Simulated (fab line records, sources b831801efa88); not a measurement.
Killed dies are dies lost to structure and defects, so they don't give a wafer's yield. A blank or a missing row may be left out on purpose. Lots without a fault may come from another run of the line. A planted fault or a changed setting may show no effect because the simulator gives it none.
fab line records | flow sky130
record lots=6 wafers=18 last_day=50
route steps=708 shown LOCAL_INTERCONNECT@403 CONTACT@406 PAD_OPEN@708
lots that met no fault: from a run of the same line without faults
start_h: hours from the record's first day to the start of the lot's first wafer shown | wait_h: hours since the lot's step before | " the same as in the row above | L1.1+2: a row that stands for several wafers | - no value, or no start given | * or withheld: withheld | < > ~ a bound
route shown NAME@n: a module of which the file shows steps, and the number in the route of the first | usual: mean/standard deviation of fault-free wafers | same: alike in all rows | chamber/n: place in a boat | sites: the reading at each site | _std_site: their standard deviation | _edge_site: outer sites' mean less inner sites' | radius_mm: how far each site lies from the wafer's centre | mask NAME#n: copy n | behind: the tool/chamber that last shaped the wafer | hold: why the lot was held/for how many hours/how that ended | device: the transistor (n, p or np) that didn't switch | end of line: the same wafers' tests at the end of the route | a step without rows: its recipe alone | killed: dies lost to structure and defects at the first sort, not the wafer's yield | map: a wafer's dies, x killed, . not, _ none there
set.NAME: the setting as run; set.NAME@STEP: as run at that earlier step | model.NAME: the simulator's own value behind a step, which no gauge read
lots at some steps of the route; a table a step, a row a wafer
services: from which hour (start_h, from the record's first day; less than 0 if before it) a tool's chamber was out of use, for how many hours, and why
## steps
# step SKY_LOCAL_INTERCONNECT_STRIP_16
# recipe chemistry=post_etch_residue_remover time_s=1200 temp_c=72.5
# step SKY_LOCAL_INTERCONNECT_CLEAN_17
# recipe chemistry=IPA time_s=180 temp_c=25
# step SKY_LOCAL_INTERCONNECT_CLEAN_18
# recipe chemistry=O3/DIW dry=n2_spin
# step SKY_CONTACT_CVD_00
# recipe material=Si3N4 target_thk_nm=75 temp_c=400 time_s=withheld rf_w=450
# usual heater_power_w=698/130 rf_fwd_power_W=444.4/2
# columns lot.wafer tool chamber start_h wait_h heater_power_w rf_fwd_power_W
L577.1 pecvd-01 0 692.71 0.0 583 443.3
L577.3 " 1 " " 614 443.0
L577.5 " 1 " " 638 442.4
L578.1 pecvd-01 2 728.01 0.0 782 447.2
L578.2 " 1 " " 683 441.1
L578.6 " 0 " " 516 443.7
L588.1 pecvd-01 0 796.26 0.0 514 442.1
L588.2 " 1 " " 564 441.5
L588.3 " 2 " " 850 445.0
L593.2 pecvd-02 2 835.70 0.0 723 442.5
L593.4 " 2 " " 704 442.5
L593.6 " 2 " " 718 442.6
L597.1 pecvd-04 0 852.12 0.0 701 447.4
L597.2 " 2 " " 615 444.5
L597.5 " 2 " " 619 445.4
L600.1 pecvd-04 1 883.41 0.0 707 447.0
L600.3 " 0 " " 671 446.9
L600.4 " 0 " " 690 447.5
# step SKY_CONTACT_THK_MEAS_01
# recipe reads=Si3N4_of_CONTACT_CVD_00
# usual CONTACT_CVD_00_THK=74.3/1.1
# columns lot.wafer tool chamber start_h wait_h CONTACT_CVD_00_THK[nm]
L577.1 film_metro-01 - 692.79 - 73.2
L577.3 " - " " 72.8
L577.5 " - " " 74.5
L578.1 film_metro-03 - 728.04 - 73.6
L578.2 " - " " 73.2
L578.6 " - " " 74.7
L588.1 film_metro-04 - 796.29 - 73.3
L588.2 " - " " 72.9
L588.3 " - " " 74.1
L593.2 film_metro-03 - 835.76 - 73.3
L593.4 " - " " 75.5
L593.6 " - " " 75.6
L597.1 film_metro-01 - 852.15 - 76.0
L597.2 " - " " 74.2
L597.5 " - " " 75.2
L600.1 film_metro-03 - 883.44 - 74.3
L600.3 " - " " 74.6
L600.4 " - " " 76.3
# step SKY_CONTACT_HDPCVD_02
# recipe material=SiO2 target_thk_nm=565 sigma_open_frac=0.3 time_s=94.2 temp_c=600 sih4_flow_sccm=60 pressure_mtorr=6
# step SKY_CONTACT_THK_MEAS_03
# recipe reads=SiO2_of_CONTACT_HDPCVD_02
# usual CONTACT_HDPCVD_THK=568/6
# columns lot.wafer tool chamber start_h wait_h CONTACT_HDPCVD_THK[nm]
L577.1 film_metro-03 - 692.92 0.0 567
L577.3 " - " " 573
L577.5 " - " " 559
L578.1 film_metro-01 - 728.17 0.0 569
L578.2 " - " " 579
L578.6 " - " " 581
L588.1 film_metro-01 - 796.42 0.0 569
L588.2 " - " " 572
L588.3 " - " " 577
L593.2 film_metro-01 - 835.89 0.0 572
L593.4 " - " " 566
L593.6 " - " " 566
L597.1 film_metro-03 - 852.28 0.0 558
L597.2 " - " " 568
L597.5 " - " " 573
L600.1 film_metro-01 - 883.57 0.0 573
L600.3 " - " " 574
L600.4 " - " " 576
# step SKY_CONTACT_CMP_04
# recipe material=SiO2 down_force_psi=4 platen_rpm=60 pad_velocity_m_s=0.94248
# usual motor_current_A=12.2/1.1 platen_rpm=60.01/0.04 time_to_endpoint_s=86/4.1
# columns lot.wafer tool chamber start_h wait_h motor_current_A platen_rpm time_to_endpoint_s
L577.1 cmp-01 1 692.98 0.1 13.1 60.00 86
L577.3 " 2 " " 13.6 59.95 87
L577.5 " 2 " " 14.3 60.04 83
L578.1 cmp-01 3 728.23 0.1 11.5 60.00 88
L578.2 " 2 " " 14.0 60.00 92
L578.6 " 0 " " 11.9 60.13 97
L588.3 cmp-02 0 796.48 0.0 10.7 60.06 86
L588.2 " 1 " " 12.1 60.05 91
L588.1 " 2 " " 11.0 60.00 88
L593.4 cmp-01 3 836.04 0.1 11.4 60.04 81
L593.2 " 0 " " 11.7 59.96 88
L593.6 " 1 " " 13.4 60.01 87
L597.2 cmp-01 2 852.39 0.1 14.1 60.03 86
L597.1 " 3 " " 11.4 60.01 82
L597.5 " 2 " " 13.6 59.99 87
L600.1 cmp-02 0 883.63 0.1 10.8 59.98 83
L600.3 " 1 " " 11.9 60.05 94
L600.4 " 3 " " 12.3 60.05 87
# step SKY_CONTACT_BOW_MEAS_05
# recipe mode=bow
# usual CONTACT_BOW=80/7.1
# columns lot.wafer tool chamber start_h wait_h CONTACT_BOW[um]
L577.1 film_metro-01 - 693.28 0.2 73
L577.3 " - " " 75
L577.5 " - " " 91
L578.1 film_metro-01 - 728.53 0.2 80
L578.2 " - " " 78
L578.6 " - " " 82
L588.1 film_metro-04 - 796.78 0.1 93
L588.2 " - " " 84
L588.3 " - " " 79
L593.2 film_metro-01 - 836.26 0.1 66
L593.4 " - " " 83
L593.6 " - " " 79
L597.1 film_metro-04 - 852.64 0.1 80
L597.2 " - " " 84
L597.5 " - " " 76
L600.1 film_metro-03 - 883.93 0.2 76
L600.3 " - " " 83
L600.4 " - " " 80
# step SKY_CONTACT_DEHYDRATE_06
# recipe temp_c=200 time_s=60
# step SKY_CONTACT_HMDS_07
# recipe prime_time_s=60 prime_temp_c=120
# step SKY_CONTACT_COAT_08
# recipe resist=BARC temp_c=withheld time_s=withheld spin_rpm=3000 resist_thk_nm=60
# step SKY_CONTACT_COAT_09
# recipe resist=KrF-thick spin_rpm=3000 resist_thk_nm=450
# usual chill_plate_temp_C=23.01/0.1 dispense_pressure_kPa=49.4/1.7
# columns lot.wafer tool chamber start_h wait_h chill_plate_temp_C dispense_pressure_kPa model.KrF-thick_of_CONTACT_COAT_09.thk_nm
L577.1 litho_track-04 0 707 - 23.04 50.7 446.8
L577.3 " 0 " " 23.08 50.7 446.5
L577.5 " 0 " " 23.04 50.7 446.5
L578.1 litho_track-03 0 741 - 23.00 50.7 448.8
L578.2 " 0 " " 22.95 50.7 448.9
L578.6 " 0 " " 22.98 50.7 448.7
L588.1 litho_track-03 0 808 - 23.03 50.7 511.2
L588.2 " 0 " " 23.00 50.7 510.4
L588.3 " 0 " " 22.94 50.7 511
L593.2 litho_track-03 0 849 - 23.06 50.7 510.6
L593.4 " 0 " " 23.02 50.7 512.6
L593.6 " 0 " " 22.95 50.7 512.2
L597.1 litho_track-04 0 864 - 23.20 50.7 449
L597.2 " 0 865 - 23.04 50.7 447.8
L597.5 " 0 " " 23.10 50.7 447.1
L600.1 litho_track-01 0 896 - 23.01 47.2 451
L600.3 " 0 " " 23.06 47.2 450.2
L600.4 " 0 " " 22.97 47.2 449.9
# step SKY_CONTACT_SOFTBAKE_10
# recipe temp_c=100 time_s=90 resist=KrF-thick
# step SKY_CONTACT_EXPOSE_11
# recipe mask_id=CTM1 na=0.8 source_shape=annular sigma_inner=0.55 sigma_outer=0.85 target_cd_nm=170 dose_mj=38
# step SKY_CONTACT_PEB_12
# recipe peb_temp_c=withheld peb_time_s=withheld resist=KrF-thick
# step SKY_CONTACT_DEVELOP_13
# recipe develop_time_s=60 resist=KrF-thick dev_temp_c=21
# step SKY_CONTACT_CD_MEAS_14
# recipe target_cd_nm=170
# usual cd_nm=169.9/1.5
# columns lot.wafer tool chamber start_h wait_h cd_nm
L577.1 cd_sem-01 - 721.04 - 170.9
L577.3 " - " " 173.0
L577.5 " - " " 171.5
L578.1 cd_sem-02 - 755.34 - 169.3
L578.2 " - " " 168.5
L578.6 " - " " 169.0
L588.1 cd_sem-02 - 820.19 - 166.4
L588.2 " - " " 166.9
L588.3 " - " " 167.2
L593.2 cd_sem-02 - 862.38 - 169.0
L593.4 " - " " 169.8
L593.6 " - " " 169.9
L597.1 cd_sem-02 - 878.74 - 173.9
L597.2 " - " " 172.8
L597.5 " - " " 173.3
L600.1 cd_sem-02 - 908.69 - 170.5
L600.3 " - " " 170.6
L600.4 " - " " 170.7
# step SKY_CONTACT_OVL_MEAS_15
# usual CONTACT_OVL=1/4.6
# columns lot.wafer tool chamber start_h wait_h CONTACT_OVL[nm]
L577.1 overlay-01 - 721.16 0.1 -3
L577.3 " - " " -2
L577.5 " - " " -1
L578.1 overlay-02 - 755.46 0.1 5
L578.2 " - " " 4
L578.6 " - " " 2
L588.1 overlay-02 - 820.31 0.1 5
L588.2 " - " " -1
L588.3 " - " " 1
L593.2 overlay-02 - 862.49 0.1 -3
L593.4 " - " " 0
L593.6 " - " " 4
L597.1 overlay-01 - 878.86 0.1 6
L597.2 " - " " 10
L597.5 " - " " 5
L600.1 overlay-01 - 908.81 0.1 -7
L600.3 " - " " 0
L600.4 " - " " -8
# step SKY_CONTACT_ETCH_16
# recipe chemistry=N2/H2 target=BARC ion_energy_ev=200 source_w=500 bias_w=100 pressure_mtorr=30 n2_flow_sccm=100 h2_flow_sccm=200 stop_on=SiO2 time_s=45.9 target_depth_a=600
# usual chamber_pressure_mTorr=30.000/0.029 drypump_motor_current_A=5.6/0.37 oes_product_au=0.855/0.005 rf_fwd_power_W=495.4/2.1 throttle_valve_pct=13.225/0.0088
# same time_s=45.9
# columns lot.wafer tool chamber start_h wait_h chamber_pressure_mTorr drypump_motor_current_A oes_product_au rf_fwd_power_W rf_hours_counter_h throttle_valve_pct
L577.1 rie_diel-03 0 721.19 0.0 30.027 5.4 0.857 497.8 4 13.230
L577.3 " 2 " " 29.973 5.8 0.853 498.2 17 13.218
L577.5 " 3 " " 30.047 5.9 0.851 497.4 - 13.229
L578.1 rie_diel-03 0 755.49 0.0 30.005 5.4 0.858 495.2 5 13.224
L578.2 " 3 " " 29.978 5.8 0.852 498.1 0 13.231
L578.6 " 3 " " 29.985 5.8 0.855 497.2 - 13.225
L588.1 rie_diel-03 3 820.34 0.0 30.025 5.9 0.853 496.5 2 13.221
L588.2 " 0 " " 29.990 5.4 0.852 494.3 7 13.229
L588.3 " 2 " " 30.029 5.9 0.860 494.4 20 13.234
L593.2 rie_diel-03 1 862.52 0.0 30.026 5.8 0.862 495.2 0 13.225
L593.4 " 2 " " 29.929 5.8 0.851 496.5 21 13.214
L593.6 " 3 " " 30.011 5.9 0.864 496.2 - 13.226
L597.1 rie_diel-02 3 878.90 0.0 29.973 5.7 0.856 495.7 23 13.211
L597.2 " 2 " " 30.003 5.9 0.843 492.1 6 13.221
L597.5 " 2 " " 30.063 5.9 0.854 493.4 - 13.218
L600.1 rie_diel-04 2 908.85 0.0 29.999 5.7 0.856 493.4 16 13.235
L600.3 " 3 " " 29.969 5.1 0.857 497.7 20 13.217
L600.4 " 1 " " 30.024 6.3 0.863 494.2 23 13.231
# step SKY_CONTACT_ETCH_17
# recipe target=SiO2 chemistry=C4F8/O2/Ar stop_on=Si3N4 mask_material=KrF-thick source_w=1500 bias_w=1200 pressure_mtorr=40 c4f8_flow_sccm=withheld O2_flow_sccm=6 Ar_flow_sccm=300 time_s=withheld target_depth_a=3400
# usual chamber_pressure_mTorr=40.00/0.035 oes_product_au=0.892/0.0045 rf_fwd_power_W=1489/5.5
# columns lot.wafer tool chamber start_h wait_h chamber_pressure_mTorr oes_product_au rf_fwd_power_W
L577.1 rie_diel-03 0 721.23 0.0 40.06 0.890 1489
L577.3 " 2 " " 40.02 0.896 1485
L577.5 " 3 " " 39.96 0.887 1485
L578.1 rie_diel-03 0 755.53 0.0 40.01 0.890 1493
L578.2 " 3 " " 39.99 0.893 1491
L578.6 " 3 " " 39.96 0.891 1492
L588.1 rie_diel-03 3 820.38 0.0 39.99 0.889 1489
L588.2 " 0 " " 40.02 0.895 1501
L588.3 " 2 " " 40.03 0.883 1490
L593.2 rie_diel-03 1 862.56 0.0 40.03 0.899 1490
L593.4 " 2 " " 40.02 0.886 1494
L593.6 " 3 " " 39.98 0.897 1493
L597.1 rie_diel-02 3 878.94 0.0 39.95 0.894 1486
L597.2 " 2 " " 40.04 0.886 1491
L597.5 " 2 " " 39.96 0.898 1496
L600.1 rie_diel-04 2 908.89 0.0 39.92 0.885 1483
L600.3 " 3 " " 40.03 0.889 1486
L600.4 " 1 " " 40.04 0.889 1493
# step SKY_CONTACT_ETCH_18
# recipe target=Si3N4 chemistry=CHF3/O2 stop_on=TiN source_w=600 bias_w=200 pressure_mtorr=40 chf3_flow_sccm=50 O2_flow_sccm=5 time_s=39 target_depth_a=750
# usual chamber_pressure_mTorr=39.99/0.058 drypump_motor_current_A=5.6/0.37 oes_product_au=0.850/0.0086 rf_fwd_power_W=594.2/2.6 throttle_valve_pct=8.793/0.0095
# same time_s=39
# columns lot.wafer tool chamber start_h wait_h chamber_pressure_mTorr drypump_motor_current_A oes_product_au rf_fwd_power_W rf_hours_counter_h throttle_valve_pct model.KrF-thick_of_CONTACT_COAT_09.thk_nm
L577.1 rie_diel-03 0 - - 39.97 5.4 0.843 595.6 4 8.789 242.5
L577.3 " 2 " " 39.98 5.9 0.833 596.5 17 8.792 238.4
L577.5 " 3 " " 40.03 5.8 0.849 594.0 - 8.783 240.2
L578.1 rie_diel-03 0 - - 39.94 5.4 0.841 599.3 6 8.780 245.9
L578.2 " 3 " " 40.00 5.8 0.845 595.4 1 8.783 245.1
L578.6 " 3 " " 40.06 5.8 0.852 593.2 - 8.797 243.4
L588.1 rie_diel-03 3 - - 39.97 5.8 0.840 598.8 2 8.793 304.5
L588.2 " 0 " " 40.05 5.4 0.839 598.5 7 8.786 307.6
L588.3 " 2 " " 39.95 5.9 0.856 593.4 20 8.787 300.9
L593.2 rie_diel-03 1 - - 39.97 5.8 0.844 594.5 0 8.786 307.5
L593.4 " 2 " " 39.87 5.9 0.857 593.7 21 8.812 303.6
L593.6 " 3 " " 40.00 5.8 0.855 593.2 - 8.805 307.5
L597.1 rie_diel-02 3 - - 40.05 5.7 0.867 595.6 23 8.788 239.2
L597.2 " 2 " " 40.01 5.8 0.851 592.1 6 8.781 237.8
L597.5 " 2 " " 40.03 5.8 0.850 592.3 - 8.807 236.5
L600.1 rie_diel-04 2 - - 40.01 5.7 0.851 590.2 16 8.801 241.9
L600.3 " 3 " " 39.98 5.1 0.846 597.3 20 8.804 244.5
L600.4 " 1 " " 39.97 6.3 0.865 588.1 23 8.811 244.9
# step SKY_CONTACT_STRIP_19
# recipe chemistry=O2/N2 power_w=1400 pressure_mtorr=1500 platen_temp_c=withheld o2_flow_sccm=3000 n2_flow_sccm=300 overash_fraction=0.5
# usual chamber_pressure_mTorr=1500.1/1.4 drypump_motor_current_A=5.6/0.38 oes_product_au=0.380/0.0046 strip_time_to_endpoint_s=3.62/0.033
# columns lot.wafer tool chamber start_h wait_h chamber_pressure_mTorr drypump_motor_current_A oes_product_au rf_hours_counter_h strip_time_to_endpoint_s
L577.1 plasma_asher-02 1 721.32 - 1500.0 5.1 0.372 28 3.60
L577.3 " 1 " " 1499.9 5.1 0.377 - 3.55
L577.5 " 0 " " 1500.6 5.6 0.382 - 3.61
L578.1 plasma_asher-01 1 755.62 - 1499.6 5.8 0.383 95 3.65
L578.2 " 0 " " 1499.2 5.4 0.381 95 3.64
L578.6 " 1 " " 1499.4 5.8 0.385 - 3.63
L588.1 plasma_asher-04 0 820.47 - 1500.4 6.3 0.404 7 4.26
L588.2 " 1 " " 1503.4 5.3 0.417 7 4.29
L588.3 " 0 " " 1502.6 6.3 0.408 - 4.22
L593.2 plasma_asher-01 1 862.65 - 1500.4 5.8 0.402 105 4.29
L593.4 " 0 " " 1500.5 5.4 0.404 - 4.26
L593.6 " 0 " " 1502.6 5.4 0.411 - 4.32
L597.1 plasma_asher-02 1 879.03 - 1500.5 5.1 0.377 44 3.57
L597.2 " 0 " " 1500.6 5.6 0.380 44 3.57
L597.5 " 1 " " 1499.5 5.1 0.379 - 3.53
L600.1 plasma_asher-04 1 908.98 - 1498.0 5.2 0.379 16 3.62
L600.3 " 0 " " 1499.2 6.3 0.381 - 3.64
L600.4 " 1 " " 1498.4 5.2 0.380 - 3.65
# step SKY_CONTACT_STRIP_20
# recipe chemistry=post_etch_residue_remover time_s=1200 temp_c=72.5
# step SKY_PAD_OPEN_PROBE_99
# usual killed_at_M0_to_M3=44/6.5 killed_at_M4_up=3.3/1.9 killed_at_contacts=23/4.7 killed_at_front_end=15/4.5 killed_at_other=0.2/0.52 killed_dies=86/8.9 killed_on_rim=17/3.7 killed_open=47/6.8 killed_short=39/6.1
# same gross_dies=492 killed_at_back_side=0
# columns lot.wafer tool chamber start_h wait_h killed_at_M0_to_M3 killed_at_M4_up killed_at_contacts killed_at_front_end killed_at_other killed_dies killed_on_rim killed_open killed_short
L577.1 prober-01 - 1057.63 0.1 52 5 14 24 0 95 20 45 50
L577.3 prober-01 - 1057.73 0.2 50 1 25 10 1 87 16 38 49
L577.5 prober-01 - 1057.83 0.2 51 6 20 23 0 100 19 43 57
L588.1 prober-02 - 1136.31 0.1 40 2 20 16 0 78 18 42 36
L588.2 prober-02 - 1136.36 0.1 45 4 20 15 2 86 21 47 39
L588.3 prober-02 - 1136.41 0.2 34 3 31 22 0 90 15 54 36
L593.2 prober-02 - 1165.48 0.1 42 2 17 21 0 82 13 40 42
L593.4 prober-02 - 1165.58 0.2 49 3 22 12 1 87 17 43 44
L593.6 prober-02 - 1165.68 0.2 36 3 19 19 0 77 16 42 35
L597.1 prober-02 - 1180.46 0.1 39 5 28 9 0 81 14 44 37
L597.2 prober-02 - 1180.51 0.1 43 4 28 15 0 90 15 52 38
L597.5 prober-02 - 1180.66 0.2 45 5 24 13 0 87 16 44 43
L600.1 prober-01 - 1197.46 0.1 36 8 18 17 0 79 17 36 43
L600.3 prober-01 - 1197.56 0.2 46 4 25 11 0 86 22 41 45
L600.4 prober-01 - 1197.61 0.2 47 1 24 9 0 81 19 45 36
# killed by level:class
L577.1 VIA1:geometric_particle:open=15 VIA1:geometric_particle:short=10 METAL2:geometric_particle:short=6 POLY_GATE:geometric_particle:short=5 POLY_GATE:geometric_particle:open=5 VIA3:geometric_particle:open=5 LOCAL_INTERCONNECT:geometric_particle:short=5 VIA2:geometric_particle:open=5
L577.3 VIA1:geometric_particle:open=10 LI_CONTACT:geometric_particle:open=8 VIA1:geometric_particle:short=8 VIA2:geometric_particle:short=6 VIA2:geometric_particle:open=6 VIA3:geometric_particle:short=5 LOCAL_INTERCONNECT:geometric_particle:short=5 CONTACT:geometric_particle:short=5
L577.5 FIELD_ISO:geometric_particle:short=10 VIA1:geometric_particle:short=10 VIA1:geometric_particle:open=10 VIA3:geometric_particle:open=8 METAL1:geometric_particle:short=7 CONTACT:geometric_particle:open=7 FIELD_ISO:geometric_particle:open=6 METAL4:geometric_particle:short=6
L588.1 FIELD_ISO:geometric_particle:open=9 VIA1:geometric_particle:open=9 CONTACT:geometric_particle:open=6 METAL1:geometric_particle:short=6 LOCAL_INTERCONNECT:geometric_particle:short=5 VIA1:geometric_particle:short=5 LI_CONTACT:geometric_particle:open=4 VIA2:geometric_particle:open=4
L588.2 VIA1:geometric_particle:open=11 VIA3:geometric_particle:open=10 CONTACT:geometric_particle:short=6 CONTACT:geometric_particle:open=6 FIELD_ISO:geometric_particle:short=5 LI_CONTACT:geometric_particle:open=5 METAL1:geometric_particle:short=5 VIA2:geometric_particle:open=4
L588.3 VIA1:geometric_particle:open=12 LI_CONTACT:geometric_particle:open=11 CONTACT:geometric_particle:open=10 SPACER:geometric_particle:open=5 LOCAL_INTERCONNECT:geometric_particle:short=5 FIELD_ISO:geometric_particle:short=4 POLY_GATE:geometric_particle:short=4 POLY_GATE:geometric_particle:open=4
L593.2 CONTACT:geometric_particle:open=7 VIA2:geometric_particle:open=7 VIA1:geometric_particle:open=6 VIA3:geometric_particle:open=6 FIELD_ISO:geometric_particle:short=5 METAL2:geometric_particle:short=5 FIELD_ISO:geometric_particle:open=4 POLY_GATE:geometric_particle:short=4
L593.4 VIA1:geometric_particle:short=8 VIA1:geometric_particle:open=8 VIA3:geometric_particle:open=7 CONTACT:geometric_particle:open=7 METAL1:geometric_particle:short=6 LI_CONTACT:geometric_particle:open=5 METAL1:geometric_particle:open=5 METAL2:geometric_particle:short=5
L593.6 VIA3:geometric_particle:open=9 VIA1:geometric_particle:open=9 FIELD_ISO:geometric_particle:open=8 VIA3:geometric_particle:short=6 LOCAL_INTERCONNECT:geometric_particle:short=5 CONTACT:geometric_particle:open=5 POLY_GATE:geometric_particle:short=4 LI_CONTACT:geometric_particle:open=4
L597.1 CONTACT:geometric_particle:open=10 VIA3:geometric_particle:open=9 CONTACT:geometric_particle:short=9 VIA1:geometric_particle:short=7 VIA1:geometric_particle:open=5 POLY_GATE:geometric_particle:open=4 LI_CONTACT:geometric_particle:open=4 VIA2:geometric_particle:open=4
L597.2 VIA1:geometric_particle:open=12 LI_CONTACT:geometric_particle:open=11 CONTACT:geometric_particle:open=7 VIA2:geometric_particle:open=7 VIA1:geometric_particle:short=6 LOCAL_INTERCONNECT:geometric_particle:short=5 VIA3:geometric_particle:open=5 POLY_GATE:geometric_particle:short=4
L597.5 VIA1:geometric_particle:open=10 CONTACT:geometric_particle:open=8 VIA3:geometric_particle:open=6 LOCAL_INTERCONNECT:geometric_particle:short=5 METAL3:geometric_particle:short=5 VIA1:geometric_particle:short=5 METAL2:geometric_particle:short=5 METAL4:geometric_particle:short=4
L600.1 CONTACT:geometric_particle:open=7 METAL1:geometric_particle:short=7 VIA2:geometric_particle:open=6 VIA2:geometric_particle:short=5 METAL4:geometric_particle:short=5 POLY_GATE:geometric_particle:short=4 LOCAL_INTERCONNECT:geometric_particle:short=4 VIA1:geometric_particle:open=4
L600.3 VIA1:geometric_particle:open=11 CONTACT:geometric_particle:open=8 LI_CONTACT:geometric_particle:open=6 METAL2:geometric_particle:short=6 VIA2:geometric_particle:open=6 METAL1:geometric_particle:short=5 VIA3:geometric_particle:open=5 SPACER:geometric_particle:short=4
L600.4 CONTACT:geometric_particle:open=9 VIA1:geometric_particle:open=9 VIA3:geometric_particle:open=7 VIA2:geometric_particle:open=6 LI_CONTACT:geometric_particle:open=5 METAL1:geometric_particle:short=5 METAL2:geometric_particle:short=5 LI_CONTACT:geometric_particle:short=4
## services
# columns tool chamber start_h hours kind
pecvd-04 2 673.46 3.5 repair
cmp-02 - 681.15 1.8 repair
rie_diel-03 3 687.06 4.2 repair
cmp-02 - 687.41 3.3 repair
cmp-02 - 698.35 1.1 repair
plasma_asher-01 - 704.36 2.3 repair
cmp-01 - 704.36 6.1 pm
rie_diel-04 0 714.26 33.5 repair
plasma_asher-01 - 721.53 4.0 repair
plasma_asher-04 - 733.75 9.0 pm
cmp-01 - 744.03 4.0 pm
rie_diel-02 - 746.08 10.0 pm
plasma_asher-04 - 751.25 2.8 pm
rie_diel-03 2 758.31 5.9 repair
rie_diel-02 3 764.80 5.5 repair
cmp-01 - 773.75 3.8 repair
cmp-01 - 781.43 2.1 repair
cmp-01 - 782.40 1.8 repair
rie_diel-04 3 790.04 21.8 repair
pecvd-01 - 809.47 0.8 repair
rie_diel-03 1 815.95 1.8 repair
rie_diel-04 - 857.61 0.7 repair
cmp-01 - 863.44 1.2 repair
rie_diel-04 - 877.54 14.6 pm
## key
first_sign step=SKY_CONTACT_STRIP_19 reading=strip_time_to_endpoint_s direction=up sigmas=20 usual=* struck=* through=*
effect step=SKY_CONTACT_STRIP_19 reading=oes_product_au direction=up sigmas=5.9 usual=0.380 struck=0.408 through=control_loop
model_effect step=SKY_CONTACT_COAT_09 value=KrF-thick_of_CONTACT_COAT_09.thk_nm without=450.4 struck=511.4
model_effect step=SKY_CONTACT_ETCH_18 value=KrF-thick_of_CONTACT_COAT_09.thk_nm without=244.3 struck=305.3
met_at SKY_CONTACT_COAT_09
struck_wafers L588.1,L588.2,L588.3,L593.2,L593.4,L593.6
tester_left_out L588,L593
loop_trim step=SKY_CONTACT_EXPOSE_11 setting=dose lots=L593
onset_between 741 808
also_fits SKY_CONTACT_ETCH_16:rie_diel-03,SKY_CONTACT_ETCH_17:rie_diel-03,SKY_CONTACT_ETCH_18:rie_diel-03
fault kind=process_parameter_drift tool=litho_track-03 chamber=- onset_h=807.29 steps=SKY_CONTACT_COAT_09 channel=resist_thk_nm offset=60.922 shape=step end_h=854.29 acts_in=these_recipes_only stated=450
# tester_left_out: of these lots the tester's yield and bins aren't shown, on N5 and GAA mostly nor the transistor test; their killed dies are dies lost to structure and defects alone, not to doping, threshold or leakage, so they don't give the yield
# loop_trim: a control loop set the setting to another value than it would have without faults
